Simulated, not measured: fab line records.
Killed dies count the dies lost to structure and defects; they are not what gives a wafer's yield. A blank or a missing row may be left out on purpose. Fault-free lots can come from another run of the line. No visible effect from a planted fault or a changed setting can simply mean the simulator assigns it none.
Comparing a struck lot with a sound one    flow sky130    37 steps out of a route of 708
Sound: wafers L253.2, L253.3, L253.4. Struck: wafer L243.4 (left out: L243.2, L243.3 of the same lot, which were not struck); the cause appears at the end.
Order at every step that has rows: each side's tool, ch and its chambers, its first start. Under that, the readings that differ: sound wafers    struck wafers    difference of the means    sigmas: that difference in standard deviations of wafers without a fault.
alike: words and numbers the same on both sides, and readings whose means are apart by under 2 such deviations; not compared: readings that were withheld, readings missing a value for some wafer, numbers with overlapping values and no deviation given by the record, and bounds like >300 which may hide the same value.
The two part at a step that has a row with sigmas, a row that says differs or no value, or rows on one side only. Numbers that have no deviation but don't overlap get no sigmas and don't part them. A reading missing from all wafers of one side parts the sides only when that side holds two or more wafers.

first, 10 steps without rows for these wafers: SKY_VIA2_ETCH_15 (etches SiO2 in C4F8/O2/Ar, stops on TiN, target depth 546 nm, time 84 s); SKY_VIA2_STRIP_16 (strips in O2/N2); SKY_VIA2_STRIP_17 (strips in post etch residue remover, time 1200 s); SKY_VIA2_CLEAN_18 (cleans in IPA, time 180 s); SKY_VIA2_CLEAN_19 (cleans in O3/DIW); SKY_VIA2_SPUTTER_20 (material TiN, target thk 20 nm, time 80 s); SKY_VIA2_CVD_21 (deposits W, target thk 420 nm, time 126.4 s); SKY_VIA2_CMP_24 (polishes, stops on SiO2, t overpolish 20 s, target thk 0 nm); SKY_METAL3_SPUTTER_00 (material Ti, target thk 15 nm, time 10 s); SKY_METAL3_SPUTTER_01 (material TiN, target thk 20 nm, time 16.7 s).
SKY_METAL3_SPUTTER_02: material AlCu, target thk 735 nm, time 39.1 s.
  struck on pvdSputter-01, day 40 00:26; sound on pvdSputter-04, day 41 22:39
reading                                     sound              struck  difference  sigmas
cathodeDcPowerW (W)                         10604 10601 10600  10179   -423        -99 or more
model.AlCu_of_METAL3_SPUTTER_02.thkNm (nm)  731.9 740.1 727.9  695.4   -37.9       
  alike: throttleValvePct
then, 24 steps without rows for these wafers: SKY_METAL3_SPUTTER_03 (material Ti, target thk 5 nm, time 3.3 s); SKY_METAL3_SPUTTER_04 (material TiN, target thk 70 nm, time 58.3 s); SKY_CAPM_CVD_00 (deposits SiO2, target thk 15.5 nm); SKY_CAPM_SPUTTER_02 (material TiN, target thk 200 nm, time 166.7 s); SKY_CAPM_DEHYDRATE_05 (time 60 s); SKY_CAPM_HMDS_06 (prime time 60 s); SKY_CAPM_COAT_07 (resist thk 1140 nm); SKY_CAPM_SOFTBAKE_08 (time 60 s); SKY_CAPM_EXPOSE_09 (exposes mask CAPM, target cd 1000 nm); SKY_CAPM_PEB_10; SKY_CAPM_DEVELOP_11 (develop time 60 s); SKY_CAPM_METAL_ETCH_13 (etches TiN in Cl2/BCl3, stops on SiO2, target depth 220 nm, time 62.9 s); SKY_CAPM_STRIP_14 (strips in O2/N2); SKY_CAPM_STRIP_15 (strips in post etch residue remover, time 1200 s); SKY_CAPM_CLEAN_16 (cleans in IPA, time 180 s); SKY_CAPM_CLEAN_17 (cleans in O3/DIW); SKY_METAL3_DEHYDRATE_05 (time 60 s); SKY_METAL3_HMDS_06 (prime time 60 s); SKY_METAL3_COAT_07 (resist thk 60 nm); SKY_METAL3_COAT_08 (resist thk 1140 nm); SKY_METAL3_SOFTBAKE_09 (time 90 s); SKY_METAL3_EXPOSE_10 (exposes mask MM3, target cd 300 nm); SKY_METAL3_PEB_11; SKY_METAL3_DEVELOP_12 (develop time 60 s).
-- the record jumps here: 2 days lie between the struck wafers' starts before and after --
SKY_METAL3_METAL_ETCH_18: etches the open film in Cl2/BCl3, stops on SiO2, target depth 845 nm, time 183.1 s.
  sound on rieMetal-03 ch 0,1, day 43 21:29; struck on rieMetal-01 ch 0, day 42 01:34
reading                           sound              struck  difference  sigmas
oesProductAu (a.u.)               0.864 0.869 0.860  0.846   -0.018      -3
model.METAL3.featureDepthNm (nm)  861.6 868.7 857.9  825.7   -37.0       
model.etch.depthNm (nm)           861.6 868.7 857.9  825.7   -37.0       
  alike: bcl3FlowSccm, drypumpMotorCurrentA, throttleValvePct
  not compared: rfHoursCounterH
-- the record jumps here: 7 days lie between the struck wafers' starts before and after (it left off in module METAL3 and takes up again in module PAD_OPEN, whose first step shown is number 708 of the route) --
SKY_PAD_OPEN_PROBE_99:
  struck on prober-01, day 48 15:35; sound on prober-01, day 50 01:56
reading                     sound                    struck   difference  sigmas
killedShort                 48 42 36                 55       +13         +2
model.etest.met3.lineOhmUm  0.1436 0.1449 0.1463     0.1477   +0.0028     
model.etest.met3.rsOhmSq    0.04287 0.04279 0.04344  0.04515  +0.00212    
  alike: defectLimitedYield, killed_at_M0_to_M3, killed_at_M4_up, killedAtContacts, killedAtFrontEnd, killedAtOther, killedDies, killedOpen, sort_bin_3_pad_short, sort_bin_5_function, sort_bin_6_memory, sortNPass, sortYieldPct

== WHERE THEY PART ==
First at SKY_METAL3_SPUTTER_02; last, within this record, at SKY_PAD_OPEN_PROBE_99.

WHY: what the simulator had put in
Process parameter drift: pvdSputter-01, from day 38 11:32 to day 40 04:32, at SKY_METAL3_SPUTTER_02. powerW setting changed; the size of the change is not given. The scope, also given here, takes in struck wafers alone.
